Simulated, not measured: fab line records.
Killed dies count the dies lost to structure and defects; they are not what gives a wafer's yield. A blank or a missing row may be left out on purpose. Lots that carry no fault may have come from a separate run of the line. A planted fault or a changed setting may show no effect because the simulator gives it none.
Struck lot and sound lot, side by side ; flow sky130 ; 15 steps out of a route of 708
Sound: these wafers, L239.2, L239.4, L239.5. The struck wafers were L257.2, L257.5, L257.6. Last of all comes the cause.
At each step with rows: each side's tool, then ch and its chambers, then its first start. Under that, the readings that differ: sound wafers ; struck wafers ; difference of the means ; sigmas: that difference in standard deviations of wafers without a fault.
alike: same words and numbers on both sides, and readings whose means sit less than 2 such deviations apart. not compared: any withheld reading, any reading some wafer has no value for, any bound like >300 that may hide the same value, and any number with overlapping values for which the record gives no deviation.
A row with sigmas, a row that says differs or no value, or rows on one side alone: a step with any of these is where the two part. When numbers do not overlap yet have no deviation, they are printed without sigmas and do not part them. A reading missing from all wafers of one side parts the sides only when that side holds two or more wafers.

first, 8 steps without rows for these wafers: SKY_METAL3_DEHYDRATE_05 (time 60 s); SKY_METAL3_HMDS_06 (prime time 60 s); SKY_METAL3_COAT_07 (resist thk 60 nm); SKY_METAL3_COAT_08 (resist thk 1140 nm); SKY_METAL3_SOFTBAKE_09 (time 90 s); SKY_METAL3_EXPOSE_10 (exposes mask MM3, target cd 300 nm); SKY_METAL3_PEB_11; SKY_METAL3_DEVELOP_12 (develop time 60 s).
SKY_METAL3_CD_MEAS_13 targets a cd of 300 nm.
  struck on cd-sem-01, day 44 13:25; sound on cd-sem-02, day 38 19:16
  alike: cd-nm
SKY_METAL3_OVL_MEAS_14:
  struck on overlay-02, day 44 13:32; sound on overlay-01, day 38 19:22
  alike: METAL3_OVL
SKY_METAL3_DESCUM_15: chemistry O2, time 8 s.
  sound on rie-metal-02 ch 0, day 38 19:24; struck on rie-metal-02 ch 0,1, day 44 13:34
  alike: drypump-motor-current-A, oes-product-au, temp-c
  not compared: rf-hours-counter-h
SKY_METAL3_ETCH_16: etches BARC in N2/H2, stops on SiO2, time 88.2 s, target depth 60 nm.
  sound on rie-metal-02 ch 0, day 38 19:26; struck on rie-metal-02 ch 0,1, day 44 13:35
  alike: drypump-motor-current-A, oes-product-au, throttle-valve-pct
  not compared: rf-hours-counter-h
SKY_METAL3_ETCH_17: etches SiO2 in C4F8/O2/Ar, stops on TiN, time 3.9 s, target depth 15 nm.
  sound on rie-diel-02 ch 0,1,2, day 38 19:32; struck on rie-diel-01 ch 0,3, day 44 13:41
  alike: oes-product-au
  not compared: rf-hours-counter-h, model.TiN_of_METAL3_SPUTTER_04.thk-nm
SKY_METAL3_METAL_ETCH_18: etches the open film in Cl2/BCl3, stops on SiO2, target depth 845 nm, time 183.1 s.
  sound on rie-metal-03 ch 0,1, day 38 19:33; struck on rie-metal-03 ch 0,1, day 44 13:43
  alike: drypump-motor-current-A, oes-product-au, throttle-valve-pct
  not compared: rf-hours-counter-h
-- the record jumps here: 6 days lie between the struck wafers' starts before and after (it left off in module METAL3 and takes up again in module PAD_OPEN, whose first step shown is number 708 of the route) --
SKY_PAD_OPEN_PROBE_99:
  only the struck wafers here have rows in the record (prober-02, day 50 12:26); the sound ones have none

## WHERE THEY PART
Only at SKY_PAD_OPEN_PROBE_99, as far as this record shows.

WHY: what the simulator had put in
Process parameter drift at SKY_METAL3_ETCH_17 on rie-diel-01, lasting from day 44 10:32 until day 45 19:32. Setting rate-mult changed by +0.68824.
